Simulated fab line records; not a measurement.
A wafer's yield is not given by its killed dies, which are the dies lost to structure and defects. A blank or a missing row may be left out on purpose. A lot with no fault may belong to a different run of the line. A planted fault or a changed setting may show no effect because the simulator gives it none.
One fault seen from 2 desks :: flow sky130 :: every desk sees just its own numbers, and what lay behind them comes last

## FROM THE METROLOGY DESK
Means of the sampled wafers that have a number, per lot and without regard to the tool the lot ran on: this is what the gauges read. Any lot whose mean is over 4 standard deviations away from the usual mean is out of limits and marked OUT; that distance is given in the brackets.
Columns: A = SD_N_TW at SKY_SD_N_TW_MEAS_12, usual 4016; B = cdNm at SKY_LI_CONTACT_CD_MEAS_12, usual 169.8 nm; C = LI_CONTACT_W_RS at SKY_LI_CONTACT_RS_MEAS_22, usual 0.285 ohm/sq; D = LI_CONTACT_W_THK at SKY_LI_CONTACT_THK_MEAS_23, usual 387 nm; E = LOCAL_INTERCONNECT_TIN_RS at SKY_LOCAL_INTERCONNECT_RS_MEAS_01, usual 14.11 ohm/sq
lot: L625
first seen here: day 29 00:34
A: 4005
B: 170.1
C: 0.286
D: 392
E: 14.02

lot: L626
first seen here: day 29 05:49
A: 4017
B: 172.2
C: 0.289
D: 382
E: 14.18

lot: L627
first seen here: day 29 09:54
A: 4026
B: 171.1
C: 0.276
D: 401
E: 13.94

lot: L628
first seen here: day 29 16:06
A: 4021
B: 169.1
C: 0.287
D: 391
E: 14.18

lot: L630
first seen here: day 30 15:36
A: 4007
B: 168.8
C: 0.290
D: 385
E: 14.01

lot: L631
first seen here: day 30 18:12
A: 4008
B: 169.6
C: 0.283
D: 396
E: 14.20

lot: L633
first seen here: day 31 06:49
A: 3999
B: 171.1
C: 0.279
D: 392
E: 14.17

lot: L635
first seen here: day 31 22:00
A: 4005
B: 168.1
C: 0.290
D: 387
E: 14.02

lot: L639
first seen here: day 33 11:41
A: 3986
B: 171.7
C: 0.283
D: 389
E: 14.06

lot: L640
first seen here: day 33 19:19
A: 4025
B: 169.2
C: 0.600 (+51) OUT
D: 186 (-21) OUT
E: 14.10

lot: L641
first seen here: day 34 13:18
A: 4010
B: 169.0
C: 0.615 (+53) OUT
D: 184 (-21) OUT
E: 13.99

lot: L642
first seen here: day 34 13:35
A: 3984
B: 171.9
C: 0.590 (+49) OUT
D: 189 (-21) OUT
E: 14.14
Finding of this desk: L640, L641, L642 out of limits, first seen on L640 at day 35 00:33 (LI_CONTACT_W_RS at SKY_LI_CONTACT_RS_MEAS_22). L625, L626, L627, L628, L630, L631, L633, L635, L639: within limits.

## TOOL OWNER'S DESK, cvdW-01
The tool's own readings at SKY_LI_CONTACT_CVD_21 (deposits W, target thk 400 nm, time 120.56 s): means of the sampled wafers that have a number, for each lot that ran on this tool. Any lot whose mean is over 4 standard deviations away from the usual mean is out of limits and marked OUT; that distance is given in the brackets.
Columns: A = heaterPowerW at SKY_LI_CONTACT_CVD_21, usual 821 W
lot: L625
first seen here: day 30 06:34
A: 844

lot: L626
first seen here: day 30 10:53
A: 811

lot: L628
first seen here: day 30 22:00
A: 835

lot: L630
first seen here: day 31 21:53
A: 834

lot: L631
first seen here: day 32 00:01
A: 840

lot: L635
first seen here: day 33 03:18
A: 825

lot: L640
first seen here: day 35 00:26
A: 833

lot: L641
first seen here: day 35 18:15
A: 825

lot: L642
first seen here: day 35 19:02
A: 824
Finding of this desk: none of the 9 lots has anything out of limits.

## BROUGHT TOGETHER
L640, L641, L642 would have let the metrology desk raise an alarm at day 35 00:33.
Nothing out of limits was seen by the tool owner's desk.
On record at the tool owner's desk: L640, L641, L642, within its limits.
Every lot named ran SKY_LI_CONTACT_CVD_21 on cvdW-01.

## WHAT HAD BEEN PUT IN BY THE SIMULATOR
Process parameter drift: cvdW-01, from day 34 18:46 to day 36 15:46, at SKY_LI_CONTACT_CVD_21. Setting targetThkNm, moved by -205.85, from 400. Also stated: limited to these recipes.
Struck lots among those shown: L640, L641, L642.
Delay in hours, fault start to first out-of-limits reading, per desk: metrology desk 6.
